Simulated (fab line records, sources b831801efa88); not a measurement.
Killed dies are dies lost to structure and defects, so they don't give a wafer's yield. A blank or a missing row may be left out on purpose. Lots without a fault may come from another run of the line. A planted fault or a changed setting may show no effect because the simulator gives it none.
Which tool did it? | flow sky130 | 13 lots, 39 wafers sampled, at 3 steps of a route of 708

WHAT THE GAUGES READ, wafer by wafer
SKY_GATE_OXIDE_OVL_MEAS_10.
lot  | measured     | on         | GATE_OXIDE_OVL (nm)
L256 | day 13 21:27 | overlay-01 | 3.2 1.9 0.3
L261 | day 15 12:05 | overlay-02 | -1.1 -2.0 -0.7
L262 | day 15 19:32 | overlay-02 | 3.0 3.0 2.2
L265 | day 16 17:38 | overlay-02 | 2.1 -0.4 -0.6
L264 | day 16 20:17 | overlay-02 | 1.2 1.6 3.1
L266 | day 17 11:01 | overlay-01 | 0.6 1.0 -1.1
L267 | day 17 11:51 | overlay-01 | 2.0 0.5 1.1
L268 | day 17 23:44 | overlay-01 | 1.2 -1.4 -0.4
L269 | day 18 06:23 | overlay-01 | 2.1 0.8 0.6
L270 | day 19 01:25 | overlay-02 | 1.4 0.8 0.6
L274 | day 19 22:56 | overlay-01 | 1.9 2.8 2.8
L277 | day 21 04:21 | overlay-01 | -0.7 1.5 0.3
L279 | day 21 20:02 | overlay-01 | 0.5 -0.2 0.7

SKY_POLY_GATE_THK_MEAS_21.
lot  | measured     | on            | POLY_GATE_OXIDATION_THK (nm)
L256 | day 16 10:56 | film_metro-03 | 3.98 3.96 4.07
L261 | day 18 04:59 | film_metro-01 | 4.02 3.98 3.93
L262 | day 18 16:23 | film_metro-01 | 4.16 4.23 4.16
L265 | day 19 15:00 | film_metro-01 | 3.91 3.93 3.89
L264 | day 19 18:45 | film_metro-04 | 4.02 3.98 4.11
L266 | day 20 08:50 | film_metro-03 | 3.96 4.04 4.01
L267 | day 20 08:50 | film_metro-01 | 3.98 4.09 3.96
L268 | day 20 20:47 | film_metro-03 | 4.09 4.07 4.08
L269 | day 21 05:47 | film_metro-04 | 4.00 4.12 3.99
L270 | day 21 21:58 | film_metro-04 | 3.90 4.02 4.00
L274 | day 22 21:28 | film_metro-03 | 4.00 4.00 4.00
L277 | day 24 00:20 | film_metro-04 | 4.07 3.94 3.93
L279 | day 24 14:09 | film_metro-01 | 3.96 3.99 4.11

SKY_POLY_GATE_CD_MEAS_22.
lot  | measured     | on        | cd_nm (nm)
L256 | day 16 11:00 | cd_sem-02 | 152.5 150.9 151.8
L261 | day 18 05:04 | cd_sem-02 | 148.0 147.2 145.9
L262 | day 18 16:26 | cd_sem-01 | 153.0 150.5 151.3
L265 | day 19 15:04 | cd_sem-01 | 147.3 147.0 150.6
L264 | day 19 18:49 | cd_sem-02 | 148.5 149.1 148.8
L266 | day 20 09:05 | cd_sem-01 | 150.8 151.0 149.0
L267 | day 20 08:55 | cd_sem-01 | 149.2 147.1 149.4
L268 | day 20 20:52 | cd_sem-01 | 153.1 149.9 152.9
L269 | day 21 05:50 | cd_sem-01 | 148.4 149.5 148.9
L270 | day 21 22:02 | cd_sem-01 | 148.7 150.4 148.5
L274 | day 22 21:32 | cd_sem-02 | 148.5 149.2 147.0
L277 | day 24 00:25 | cd_sem-02 | 153.0 149.8 153.5
L279 | day 24 14:13 | cd_sem-01 | 152.6 153.3 153.0

WHICH TOOL RAN EACH LOT (tool, then ch and the chambers of the sampled wafers, then the start)
The record holds no process step before these readings.

WHAT THE TOOLS THEMSELVES READ (means of the sampled wafers that have a number; where no wafer has one, the mark that the record gives instead)
The record holds no such reading with a usual standard deviation.

THE ANSWER, worked out from the rows above alone
Rule: what is usual is taken from the lots themselves. Put in order of their means at a reading, lots are off if they are a third of the lots or fewer, leave a main group of 4 or more, and stand apart from it by a gap of 3 or more times the standard deviation of the main group's means; of several such gaps the widest counts. A main group whose means are all the same, to the digits that the tables above print for the reading, isn't used. A lot without any number at a reading at which 4 lots or more have one is off too. The other lots that the step has rows for count as sound. The gauges are gone through in route order, then the tools' own readings, and for those a lot's mean is taken as printed above. The first step at which some lot is off is used, and at that step the reading that is off furthest; a lot without a number counts as furthest.
No lot is off at any reading shown: from this, nothing can be told.

WHAT THE SIMULATOR HAD PUT IN
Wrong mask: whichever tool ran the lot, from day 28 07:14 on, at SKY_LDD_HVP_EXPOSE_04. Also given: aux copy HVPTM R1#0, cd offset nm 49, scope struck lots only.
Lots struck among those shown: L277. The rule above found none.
